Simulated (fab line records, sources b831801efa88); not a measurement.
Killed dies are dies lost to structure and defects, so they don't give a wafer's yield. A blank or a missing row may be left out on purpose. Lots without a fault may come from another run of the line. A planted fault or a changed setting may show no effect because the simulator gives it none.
Tool commonality check | flow sky130 | 14 lots, 42 wafers sampled

WHY IT WAS OPENED
At SKY_NWELL_TW_MEAS_15 the reading NWELL_TW is flagged on 4 of 14 lots. Wafers without a fault read 1807, standard deviation 13.
Rule: a lot is flagged when every wafer of it that has a number lies more than 4 standard deviations from that mean, or none has a number. The other lots count as sound.

lot  | measured    | on            | NWELL_TW, wafer by wafer | flag
L768 | day 4 13:25 | film_metro-04 | 1811 1807 1820           |
L769 | day 4 19:58 | film_metro-01 | 1796 1799 1799           |
L770 | day 5 00:34 | film_metro-01 | 1785 1792 1786           |
L771 | day 5 08:19 | film_metro-01 | 1776 1791 1785           |
L772 | day 5 15:25 | film_metro-02 | 1814 1813 1819           |
L773 | day 5 17:29 | film_metro-04 | 1805 1806 1804           |
L774 | day 5 21:16 | film_metro-02 | 1818 1812 1816           |
L775 | day 6 03:14 | film_metro-02 | 1819 1830 1824           |
L776 | day 6 09:53 | film_metro-01 | 1789 1796 1805           |
L779 | day 7 04:13 | film_metro-01 | 1775 1779 1789           |
L780 | day 7 13:56 | film_metro-02 | 2812 2820 2815           | FLAGGED
L781 | day 7 20:49 | film_metro-04 | 2797 2775 2789           | FLAGGED
L782 | day 8 13:55 | film_metro-02 | 2791 2775 2782           | FLAGGED
L783 | day 8 14:54 | film_metro-02 | 2787 2785 2781           | FLAGGED
The numbers of the flagged lots are 2792 on average: +985 against the usual, or +76 standard deviations.

WHICH TOOL RAN EACH LOT
The record holds 1 process step before the reading, out of a route of 708 steps. In each cell: the tool, then ch and the chambers that the sampled wafers went through, then the start.
lot  | flag    | SKY_NWELL_IMPLANT_11
L768 |         | implanter-01 ch 0, day 4 12:52
L769 |         | implanter-03 ch 0, day 4 19:25
L770 |         | implanter-04 ch 0, day 5 00:01
L771 |         | implanter-04 ch 0, day 5 07:47
L772 |         | implanter-01 ch 0, day 5 14:52
L773 |         | implanter-04 ch 0, day 5 16:56
L774 |         | implanter-01 ch 0, day 5 20:43
L775 |         | implanter-01 ch 0, day 6 02:34
L776 |         | implanter-01 ch 0, day 6 09:21
L779 |         | implanter-01 ch 0, day 7 03:40
L780 | FLAGGED | implanter-04 ch 0, day 7 13:25
L781 | FLAGGED | implanter-03 ch 0, day 7 20:17
L782 | FLAGGED | implanter-01 ch 0, day 8 13:22
L783 | FLAGGED | implanter-01 ch 0, day 8 14:23
What these steps do:
- SKY_NWELL_IMPLANT_11
- SKY_NWELL_TW_MEAS_15

FLAGGED OVER TOTAL, TOOL BY TOOL (the gauges that took the reading come last)
step                 | tool          | lots run | flagged | share of the flagged lots | sound lots run after its first flagged lot
SKY_NWELL_IMPLANT_11 | implanter-01  | 8        | 2       | some                      | 0
SKY_NWELL_IMPLANT_11 | implanter-03  | 2        | 1       | some                      | 0
SKY_NWELL_IMPLANT_11 | implanter-04  | 4        | 1       | some                      | 0
SKY_NWELL_TW_MEAS_15 | film_metro-01 | 5        | 0       | none                      | -
SKY_NWELL_TW_MEAS_15 | film_metro-02 | 6        | 3       | some                      | 0
SKY_NWELL_TW_MEAS_15 | film_metro-04 | 3        | 1       | some                      | 0

WHAT THE TABLE ALLOWS
No row of the table ran every flagged lot.

WHAT THE SIMULATOR HAD PUT IN
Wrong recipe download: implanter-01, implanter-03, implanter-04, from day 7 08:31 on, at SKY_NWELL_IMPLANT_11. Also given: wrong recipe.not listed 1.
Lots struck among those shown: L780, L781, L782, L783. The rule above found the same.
